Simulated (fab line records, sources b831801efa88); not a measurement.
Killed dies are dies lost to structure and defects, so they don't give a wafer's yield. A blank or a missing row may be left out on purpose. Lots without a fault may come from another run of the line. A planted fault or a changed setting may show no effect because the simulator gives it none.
Which tool did it? | flow gf180mcu | 6 lots, 18 wafers sampled, at 3 steps of a route of 602

WHAT THE GAUGES READ, wafer by wafer
GF_MVSD_OVL_MEAS_07.
lot  | measured    | on         | MVSD_OVL (nm)
L985 | day 4 16:35 | overlay-02 | 0.1 -0.4 1.1
L987 | day 5 04:17 | overlay-01 | 0.4 0.8 1.4
L991 | day 6 01:38 | overlay-01 | 1.8 0.9 1.9
L994 | day 6 20:50 | overlay-01 | 1.5 1.6 -0.4
L997 | day 7 14:20 | overlay-01 | 0.6 1.6 2.2
L104 | day 9 06:32 | overlay-02 | - - -

WHICH TOOL RAN EACH LOT (tool, then ch and the chambers of the sampled wafers, then the start)
lot  | GF_STI_STRIP_15                     | GF_MVSD_DEVELOP_06
L985 | plasma_asher-01 ch 0,1, day 2 06:32 | litho_track-03 ch 0, day 4 16:00
L987 | plasma_asher-02 ch 0,1, day 2 17:24 | litho_track-02 ch 0, day 5 04:00
L991 | plasma_asher-02 ch 0,1, day 3 13:54 | litho_track-01 ch 0, day 6 01:00
L994 | plasma_asher-01 ch 0,1, day 4 04:58 | litho_track-01 ch 0, day 6 20:00
L997 | plasma_asher-03 ch 0,1, day 4 21:33 | litho_track-02 ch 0, day 7 14:00
L104 | plasma_asher-02 ch 0,1, day 6 09:06 | litho_track-01 ch 0, day 9 06:00
- GF_STI_STRIP_15: strips in O2/N2.
- GF_MVSD_DEVELOP_06: develop time 60 s.

THE ANSWER, worked out from the rows above alone
Rule: what is usual is taken from the lots themselves. Put in order of their means at a reading, lots are off if they are a third of the lots or fewer, leave a main group of 4 or more, and stand apart from it by a gap of 3 or more times the standard deviation of the main group's means; of several such gaps the widest counts. A main group whose means are all the same, to the digits that the tables above print for the reading, isn't used. A lot without any number at a reading at which 4 lots or more have one is off too. The other lots that the step has rows for count as sound.
Off: L104, at GF_MVSD_OVL_MEAS_07 (MVSD_OVL). Without a number there: L104. The main group: mean 1.0 nm, standard deviation 0.46.
A tool fits if, at a process step before that reading, it ran every lot that is off, and no sound lot after the first of them. The gauges at GF_MVSD_OVL_MEAS_07 are tried like those tools. Can't be told from this: 3 tools fit, plasma_asher-02 at GF_STI_STRIP_15, litho_track-01 at GF_MVSD_DEVELOP_06, overlay-02 at GF_MVSD_OVL_MEAS_07.

WHAT THE SIMULATOR HAD PUT IN
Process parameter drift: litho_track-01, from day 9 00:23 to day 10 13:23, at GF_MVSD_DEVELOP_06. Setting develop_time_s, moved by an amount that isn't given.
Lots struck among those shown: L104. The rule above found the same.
